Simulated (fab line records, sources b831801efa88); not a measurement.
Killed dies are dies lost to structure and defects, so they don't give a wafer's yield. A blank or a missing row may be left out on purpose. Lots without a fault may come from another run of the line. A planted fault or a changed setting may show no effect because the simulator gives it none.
A struck lot beside a sound one | flow gf180mcu | 14 steps out of a route of 602
Sound: wafers L761.2, L761.5, L761.6. Struck: wafers L757.1, L757.2, L757.3. The cause comes at the end.
At each step with rows: each side's tool, then ch and its chambers, then its first start. Under that, the readings that differ: sound wafers | struck wafers | difference of the means | sigmas: that difference in standard deviations of wafers without a fault.
alike: readings whose means differ by less than 2 such deviations, and words and numbers that are the same on both sides. not compared: withheld readings, readings that some wafer has no value for, bounds like >300 that may hide the same value, and numbers for which the record gives no deviation and whose values overlap.
The two part at a step that has a row with sigmas, a row that says differs or no value, or rows on one side only. Numbers that don't overlap but have no deviation are shown without sigmas and don't part them. A reading that every wafer of one side lacks parts them only if that side has two wafers or more.

first, 4 steps without rows for these wafers: GF_DNWELL_EXPOSE_04 (exposes mask DNWELL, target cd 1700 nm); GF_DNWELL_PEB_05; GF_DNWELL_DEVELOP_06 (develop time 60 s); GF_DNWELL_IMPLANT_07.
GF_DNWELL_STRIP_08: strips in O2/N2.
  sound on plasma_asher-02 ch 0,1, day 5 10:16; struck on plasma_asher-03 ch 0,1, day 4 15:16
  alike: drypump_motor_current_A, heater_power_w, oes_product_au, strip_time_to_endpoint_s
  not compared: rf_hours_counter_h
GF_DNWELL_TW_MEAS_09:
  sound on film_metro-03, day 5 10:22; struck on film_metro-03, day 4 15:22
  alike: DNWELL_TW
then, 6 steps without rows for these wafers: GF_NWELL_DEHYDRATE_00 (time 60 s); GF_NWELL_HMDS_01 (prime time 60 s); GF_NWELL_COAT_02 (resist thk 3000 nm); GF_NWELL_SOFTBAKE_03; GF_NWELL_EXPOSE_04 (exposes mask Nwell, target cd 860 nm); GF_NWELL_PEB_05.
GF_NWELL_DEVELOP_06: develop time 60 s.
  sound on litho_track-01 ch 0, day 6 00:00; struck on litho_track-01, day 5 04:00
  no value came back on the struck wafers for chill_plate_temp_C (C), develop_time_s (s); on the sound wafers chill_plate_temp_C (C) reads 22.93 22.83 23.09
GF_NWELL_OVL_MEAS_07:
  sound on overlay-01, day 6 00:19; struck on overlay-01, day 5 05:01
  reading        | sound         | struck | difference                    | sigmas
  NWELL_OVL (nm) | -1.3 0.1 -1.2 | - - -  | no value on the struck wafers |

WHERE THEY PART
First at GF_NWELL_DEVELOP_06; last, within this record, at GF_NWELL_OVL_MEAS_07.

WHY: what the simulator had put in
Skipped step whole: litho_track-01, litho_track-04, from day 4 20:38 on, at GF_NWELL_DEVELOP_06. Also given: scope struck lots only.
